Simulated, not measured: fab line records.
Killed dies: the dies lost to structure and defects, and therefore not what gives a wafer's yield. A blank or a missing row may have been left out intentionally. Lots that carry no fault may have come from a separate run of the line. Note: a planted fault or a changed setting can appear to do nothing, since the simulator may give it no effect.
What tool caused it? || flow sky130 || Sampling: 13 lots, 39 wafers, 3 of 708 route steps

== WHAT EACH GAUGE READ, for each wafer ==
SKY_VIA4_THK_MEAS_20: measures by xrf.
{"lot": "L155", "measured": "day 41 04:36", "on": "film metro-04", "VIA4_W_THK (nm)": "495 492 501"}
{"lot": "L156", "measured": "day 41 04:25", "on": "film metro-04", "VIA4_W_THK (nm)": "502 493 488"}
{"lot": "L158", "measured": "day 41 07:52", "on": "film metro-03", "VIA4_W_THK (nm)": "492 493 488"}
{"lot": "L159", "measured": "day 41 18:17", "on": "film metro-03", "VIA4_W_THK (nm)": "492 501 484"}
{"lot": "L161", "measured": "day 42 03:41", "on": "film metro-04", "VIA4_W_THK (nm)": "498 487 490"}
{"lot": "L160", "measured": "day 42 06:06", "on": "film metro-03", "VIA4_W_THK (nm)": "478 481 479"}
{"lot": "L163", "measured": "day 43 02:52", "on": "film metro-03", "VIA4_W_THK (nm)": "487 485 479"}
{"lot": "L164", "measured": "day 43 04:35", "on": "film metro-01", "VIA4_W_THK (nm)": "499 497 501"}
{"lot": "L170", "measured": "day 44 10:28", "on": "film metro-03", "VIA4_W_THK (nm)": "494 483 492"}
{"lot": "L174", "measured": "day 50 11:59", "on": "film metro-04", "VIA4_W_THK (nm)": "500 501 500"}
{"lot": "L176", "measured": "day 50 13:15", "on": "film metro-01", "VIA4_W_THK (nm)": "502 503 496"}
{"lot": "L177", "measured": "day 50 13:01", "on": "film metro-01", "VIA4_W_THK (nm)": "508 496 500"}
{"lot": "L178", "measured": "day 50 13:20", "on": "film metro-03", "VIA4_W_THK (nm)": "487 479 489"}

== WHAT TOOL EACH LOT RAN ON (gives the tool, then ch and the chambers of the sampled wafers, and finally the start) ==
{"lot": "L155", "SKY_VIA1_CLEAN_18": "wet bench-04 ch 3, day 31 23:19", "SKY_METAL4_ETCH_17": "rie diel-03 ch 0,1,2, day 40 00:41"}
{"lot": "L156", "SKY_VIA1_CLEAN_18": "wet bench-02 ch 1, day 32 00:00", "SKY_METAL4_ETCH_17": "rie diel-04 ch 0,2, day 40 01:23"}
{"lot": "L158", "SKY_VIA1_CLEAN_18": "wet bench-03 ch 1, day 32 03:00", "SKY_METAL4_ETCH_17": "rie diel-03 ch 0,1,2, day 40 04:26"}
{"lot": "L159", "SKY_VIA1_CLEAN_18": "wet bench-04 ch 2, day 32 16:01", "SKY_METAL4_ETCH_17": "rie diel-01 ch 0,1,2, day 40 15:16"}
{"lot": "L161", "SKY_VIA1_CLEAN_18": "wet bench-04 ch 3, day 33 00:15", "SKY_METAL4_ETCH_17": "rie diel-04 ch 2,3, day 40 23:58"}
{"lot": "L160", "SKY_VIA1_CLEAN_18": "wet bench-04 ch 2, day 33 02:19", "SKY_METAL4_ETCH_17": "rie diel-01 ch 0,1,2, day 41 02:04"}
{"lot": "L163", "SKY_VIA1_CLEAN_18": "wet bench-04 ch 2, day 33 22:45", "SKY_METAL4_ETCH_17": "rie diel-04 ch 0,1,2, day 41 23:40"}
{"lot": "L164", "SKY_VIA1_CLEAN_18": "wet bench-04 ch 2, day 34 03:22", "SKY_METAL4_ETCH_17": "rie diel-01 ch 0,2, day 42 02:16"}
{"lot": "L170", "SKY_VIA1_CLEAN_18": "wet bench-02 ch 1, day 35 14:13", "SKY_METAL4_ETCH_17": "rie diel-01 ch 0,1,2, day 43 09:47"}
{"lot": "L174", "SKY_VIA1_CLEAN_18": "wet bench-03 ch 1, day 44 01:43", "SKY_METAL4_ETCH_17": "rie diel-04 ch 0,1,3, day 49 18:29"}
{"lot": "L176", "SKY_VIA1_CLEAN_18": "wet bench-03 ch 0, day 44 02:52", "SKY_METAL4_ETCH_17": "rie diel-04 ch 1,2,3, day 49 20:47"}
{"lot": "L177", "SKY_VIA1_CLEAN_18": "wet bench-03 ch 0, day 44 03:41", "SKY_METAL4_ETCH_17": "rie diel-01 ch 0,1, day 49 21:08"}
{"lot": "L178", "SKY_VIA1_CLEAN_18": "wet bench-04 ch 1, day 44 04:13", "SKY_METAL4_ETCH_17": "rie diel-03 ch 1,3, day 49 21:29"}
- SKY_VIA1_CLEAN_18: cleans in IPA, time 180 s.
- SKY_METAL4_ETCH_17: etches SiO2 in C4F8/O2/Ar, stops on TiN, time 3.9 s, target depth 15 nm.

== WHAT THE TOOLS THEMSELVES READ (means of the sampled wafers that have a number; where no wafer has one, the mark that the record gives instead) ==
SKY_METAL4_ETCH_17.
{"lot": "L155", "tool": "rie diel-03", "oes product au (a.u.)": 0.750}
{"lot": "L156", "tool": "rie diel-04", "oes product au (a.u.)": 0.754}
{"lot": "L158", "tool": "rie diel-03", "oes product au (a.u.)": 0.752}
{"lot": "L159", "tool": "rie diel-01", "oes product au (a.u.)": 0.752}
{"lot": "L161", "tool": "rie diel-04", "oes product au (a.u.)": 0.744}
{"lot": "L160", "tool": "rie diel-01", "oes product au (a.u.)": 0.753}
{"lot": "L163", "tool": "rie diel-04", "oes product au (a.u.)": 0.742}
{"lot": "L164", "tool": "rie diel-01", "oes product au (a.u.)": 0.756}
{"lot": "L170", "tool": "rie diel-01", "oes product au (a.u.)": 0.756}
{"lot": "L174", "tool": "rie diel-04", "oes product au (a.u.)": 0.759}
{"lot": "L176", "tool": "rie diel-04", "oes product au (a.u.)": 0.750}
{"lot": "L177", "tool": "rie diel-01", "oes product au (a.u.)": 0.752}
{"lot": "L178", "tool": "rie diel-03", "oes product au (a.u.)": 0.751}

== THE ANSWER, worked out from the rows above alone ==
Rule: the lots themselves supply what counts as usual. Put in order of their means at a reading, lots are off if they are a third of the lots or fewer, leave a main group of 4 or more, and stand apart from it by a gap of 3 or more times the standard deviation of the main group's means; of several such gaps the widest counts. A main group is skipped when, at the precision printed for the reading in the tables above, its means are all equal. Also off: a lot with no number at a reading for which 4 or more lots have one. The other lots that the step has rows for count as sound. The gauges are gone through in route order, then the tools' own readings, and for those a lot's mean is taken as printed above. The first step at which some lot is off is used, and at that step the reading that is off furthest; a lot without a number counts as furthest.
No lot is off on any of the readings shown, so nothing can be concluded from this.

== WHAT THE SIMULATOR HAD INSERTED ==
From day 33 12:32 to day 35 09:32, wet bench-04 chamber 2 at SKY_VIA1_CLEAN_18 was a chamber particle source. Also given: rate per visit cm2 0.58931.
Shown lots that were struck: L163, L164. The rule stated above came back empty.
